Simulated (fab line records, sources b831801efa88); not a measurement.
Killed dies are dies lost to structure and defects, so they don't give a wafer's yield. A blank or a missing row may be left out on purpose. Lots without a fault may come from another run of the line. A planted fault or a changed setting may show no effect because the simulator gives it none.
Which tool did it? | flow gf180mcu | 6 lots, 18 wafers sampled, at 2 steps of a route of 602

WHAT THE GAUGES READ, wafer by wafer
GF_VT_IMPLANT_RS_MEAS_46: measures by four-point-probe.
lot  | measured     | on            | MVSD_RS (ohm/sq)
L937 | day 7 19:05  | film_metro-03 | 454.8 454.2 456.4
L940 | day 8 15:07  | film_metro-03 | 456.9 457.1 457.6
L943 | day 9 11:49  | film_metro-03 | 455.3 457.7 456.3
L947 | day 10 16:26 | film_metro-03 | 457.0 456.3 455.0
L949 | day 11 04:01 | film_metro-04 | 468.5 467.9 469.3
L953 | day 12 07:14 | film_metro-01 | 458.2 459.7 458.4

WHICH TOOL RAN EACH LOT (tool, then ch and the chambers of the sampled wafers, then the start)
lot  | GF_MVSD_IMPLANT_08
L937 | implanter-02 ch 0, day 4 16:05
L940 | implanter-02 ch 0, day 5 09:05
L943 | implanter-02 ch 0, day 6 01:37
L947 | implanter-04 ch 0, day 7 03:10
L949 | implanter-02 ch 0, day 7 12:31
L953 | implanter-04 ch 0, day 8 12:26
- GF_MVSD_IMPLANT_08

THE ANSWER, worked out from the rows above alone
Rule: what is usual is taken from the lots themselves. Put in order of their means at a reading, lots are off if they are a third of the lots or fewer, leave a main group of 4 or more, and stand apart from it by a gap of 3 or more times the standard deviation of the main group's means; of several such gaps the widest counts. A main group whose means are all the same, to the digits that the tables above print for the reading, isn't used. A lot without any number at a reading at which 4 lots or more have one is off too. The other lots that the step has rows for count as sound.
Off: L949, at GF_VT_IMPLANT_RS_MEAS_46 (MVSD_RS). The main group: mean 456.7 ohm/sq, standard deviation 1.2.
A tool fits if, at a process step before that reading, it ran every lot that is off, and no sound lot after the first of them. The gauges at GF_VT_IMPLANT_RS_MEAS_46 are tried like those tools. Can't be told from this: 2 tools fit, implanter-02 at GF_MVSD_IMPLANT_08, film_metro-04 at GF_VT_IMPLANT_RS_MEAS_46.

WHAT THE SIMULATOR HAD PUT IN
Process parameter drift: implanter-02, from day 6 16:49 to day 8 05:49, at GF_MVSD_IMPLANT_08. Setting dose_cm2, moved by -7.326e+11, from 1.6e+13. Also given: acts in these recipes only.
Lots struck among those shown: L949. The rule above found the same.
